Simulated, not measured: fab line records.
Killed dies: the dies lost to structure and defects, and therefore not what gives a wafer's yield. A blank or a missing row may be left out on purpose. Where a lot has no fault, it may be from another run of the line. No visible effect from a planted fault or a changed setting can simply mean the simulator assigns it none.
Which tool is to blame? ; flow gf180mcu ; 39 wafers from 13 lots sampled at 6 of the route's 602 steps

## WHAT THE GAUGES SHOWED, per wafer
GF_STI_THK_MEAS_24.
lot;measured;on;STI_CVD_23_THK (nm)
L134;day 2 08:37;filmMetro-02;659 659 646
L135;day 2 14:14;filmMetro-02;652 647 650
L136;day 2 20:04;filmMetro-02;645 646 655
L137;day 3 01:02;filmMetro-02;657 661 649
L138;day 3 06:06;filmMetro-01;645 646 656
L139;day 3 12:02;filmMetro-02;632 644 645
L141;day 3 21:30;filmMetro-03;661 655 658
L143;day 4 07:35;filmMetro-03;643 657 650
L144;day 4 12:13;filmMetro-01;642 646 643
L148;day 5 08:49;filmMetro-03;652 661 645
L153;day 6 12:03;filmMetro-01;631 649 635
L155;day 6 21:05;filmMetro-02;660 664 655
L156;day 7 01:33;filmMetro-01;663 653 663

GF_MVPSD_OVL_MEAS_07.
lot;measured;on;MVPSD_OVL (nm)
L134;day 5 05:53;overlay-02;-2.9 -1.9 -1.4
L135;day 5 13:59;overlay-02;1.6 1.0 1.7
L136;day 5 18:59;overlay-02;0.1 -0.3 -0.7
L137;day 5 23:41;overlay-02;-0.6 1.1 -0.7
L138;day 6 09:19;overlay-02;-0.5 -1.5 -1.3
L139;day 6 14:10;overlay-02;2.0 1.2 4.3
L141;day 7 01:39;overlay-02;1.6 0.0 1.0
L143;day 7 13:14;overlay-02;-3.9 -1.9 -2.7
L144;day 7 18:12;overlay-01;1.8 1.6 0.5
L148;day 8 20:21;overlay-02;- - -
L153;day 10 00:31;overlay-02;1.8 1.1 1.9
L155;day 10 11:23;overlay-02;0.1 1.1 0.2
L156;day 10 17:28;overlay-02;0.7 -0.7 -0.4

GF_MVPSD_TW_MEAS_11.
lot;measured;on;MVPSD_TW
L134;day 5 06:19;filmMetro-01;550 546 550
L135;day 5 14:25;filmMetro-03;566 568 565
L136;day 5 19:25;filmMetro-01;548 548 550
L137;day 6 00:07;filmMetro-03;571 567 568
L138;day 6 09:45;filmMetro-03;564 565 566
L139;day 6 14:36;filmMetro-01;551 553 550
L141;day 7 02:05;filmMetro-04;550 552 553
L143;day 7 13:40;filmMetro-03;562 561 557
L144;day 7 18:38;filmMetro-03;562 563 566
L148;day 8 20:48;filmMetro-03;31 31 31
L153;day 10 00:57;filmMetro-01;552 549 549
L155;day 10 11:50;filmMetro-04;553 549 554
L156;day 10 17:55;filmMetro-03;566 564 563

GF_VT_IMPLANT_TW_MEAS_10.
lot;measured;on;VT_IMPLANT_TW
L134;day 5 20:41;filmMetro-04;561 564 560
L135;day 6 05:33;filmMetro-03;575 574 574
L136;day 6 10:47;filmMetro-02;559 564 562
L137;day 6 14:44;filmMetro-04;560 559 560
L138;day 7 00:46;filmMetro-02;559 561 560
L139;day 7 05:30;filmMetro-02;556 559 559
L141;day 7 17:47;filmMetro-02;557 563 557
L143;day 8 05:11;filmMetro-03;572 574 575
L144;day 8 10:51;filmMetro-04;562 565 565
L148;day 9 13:37;filmMetro-03;573 577 574
L153;day 10 19:14;filmMetro-03;572 576 574
L155;day 11 06:08;filmMetro-04;562 561 562
L156;day 11 12:18;filmMetro-04;561 560 560

## WHICH TOOL RAN EACH LOT (tool, then ch and the chambers of the sampled wafers, then the start)
lot;GF_STI_ETCH_13;GF_MVPSD_EXPOSE_04
L134;rieDiel-04 ch 1,2, day 2 06:45;ilineStepper-02 ch 0, day 4 23:03
L135;rieDiel-03 ch 0,1,2, day 2 12:21;ilineStepper-01 ch 0, day 5 06:47
L136;rieDiel-03 ch 0,3, day 2 18:09;ilineStepper-01 ch 0, day 5 11:57
L137;rieDiel-03 ch 1,3, day 2 22:33;ilineStepper-02 ch 0, day 5 16:51
L138;rieDiel-03 ch 0,3, day 3 03:30;ilineStepper-02 ch 0, day 6 01:47
L139;rieDiel-04 ch 2,3, day 3 08:52;ilineStepper-01 ch 0, day 6 06:56
L141;rieDiel-03 ch 0,2,3, day 3 19:36;ilineStepper-02 ch 0, day 6 18:02
L143;rieDiel-04 ch 1,3, day 4 05:42;ilineStepper-01 ch 0, day 7 05:31
L144;rieDiel-04 ch 0,1,3, day 4 10:21;ilineStepper-01 ch 0, day 7 10:44
L148;rieDiel-04 ch 0,3, day 5 06:55;ilineStepper-01 ch 0, day 8 12:01
L153;rieDiel-03 ch 0,3, day 6 10:09;ilineStepper-01 ch 0, day 9 16:14
L155;rieDiel-04 ch 2,3, day 6 19:10;ilineStepper-02 ch 0, day 10 02:37
L156;rieDiel-04 ch 0,1,2, day 6 23:33;ilineStepper-01 ch 0, day 10 09:19
- GF_STI_ETCH_13: etches the open film in CHF3/O2, stops on Si, target depth 282.31 nm, time 112.9 s.
- GF_MVPSD_EXPOSE_04: exposes mask MVPSD, target cd 1000 nm.

## WHAT THE TOOLS THEMSELVES READ (means of the sampled wafers that have a number; where no wafer has one, the mark that the record gives instead)
GF_STI_ETCH_13.
lot;tool;chamberPressureMTorr (mTorr);drypumpMotorCurrentA (A);oesProductAu (a.u.);throttleValvePct (%)
L134;rieDiel-04;39.98;5.8;0.837;8.817
L135;rieDiel-03;39.99;6.0;0.828;8.807
L136;rieDiel-03;40.01;6.4;0.833;8.815
L137;rieDiel-03;40.04;6.0;0.832;8.819
L138;rieDiel-03;39.97;6.2;0.838;8.801
L139;rieDiel-04;40.01;5.8;0.828;8.806
L141;rieDiel-03;40.02;5.9;0.831;8.826
L143;rieDiel-04;40.02;5.8;0.831;8.805
L144;rieDiel-04;40.03;5.7;0.834;8.807
L148;rieDiel-04;40.00;5.6;0.828;8.807
L153;rieDiel-03;39.99;6.4;0.839;8.809
L155;rieDiel-04;39.99;5.8;0.829;8.805
L156;rieDiel-04;40.00;5.7;0.829;8.808

GF_MVPSD_EXPOSE_04.
lot;tool;stageVelMmS (mm/s)
L134;ilineStepper-02;499.95
L135;ilineStepper-01;500.12
L136;ilineStepper-01;499.98
L137;ilineStepper-02;500.14
L138;ilineStepper-02;499.73
L139;ilineStepper-01;499.84
L141;ilineStepper-02;500.04
L143;ilineStepper-01;500.14
L144;ilineStepper-01;500.12
L148;ilineStepper-01;500.49
L153;ilineStepper-01;500.22
L155;ilineStepper-02;500.35
L156;ilineStepper-01;499.85

## THE ANSWER, worked out from the rows above alone
Rule: the lots themselves supply what counts as usual. Put in order of their means at a reading, lots are off if they are a third of the lots or fewer, leave a main group of 4 or more, and stand apart from it by a gap of 3 or more times the standard deviation of the main group's means; of several such gaps the widest counts. A main group whose means are all the same, to the digits that the tables above print for the reading, isn't used. Also off: a lot with no number at a reading for which 4 or more lots have one. All remaining lots with rows at the step are treated as sound. First the gauges in route order, then the tools' own readings, where a lot's mean is used as printed above. The first step at which some lot is off is used, and at that step the reading that is off furthest; a lot without a number counts as furthest.
Off: at GF_MVPSD_OVL_MEAS_07 (MVPSD_OVL), L148. Without a number there: L148. The main group has a mean of 0.1 nm with a standard deviation of 1.5.
If a tool, at a process step before that reading, ran all the lots that are off and no sound lot after the first of them, it fits. Not tried: the gauges at GF_MVPSD_OVL_MEAS_07; whatever is off there is also off at GF_MVPSD_TW_MEAS_11, on other tools, and gauge error can't account for it. Of those tried, none fits.

## WHAT HAD BEEN PUT IN BY THE SIMULATOR
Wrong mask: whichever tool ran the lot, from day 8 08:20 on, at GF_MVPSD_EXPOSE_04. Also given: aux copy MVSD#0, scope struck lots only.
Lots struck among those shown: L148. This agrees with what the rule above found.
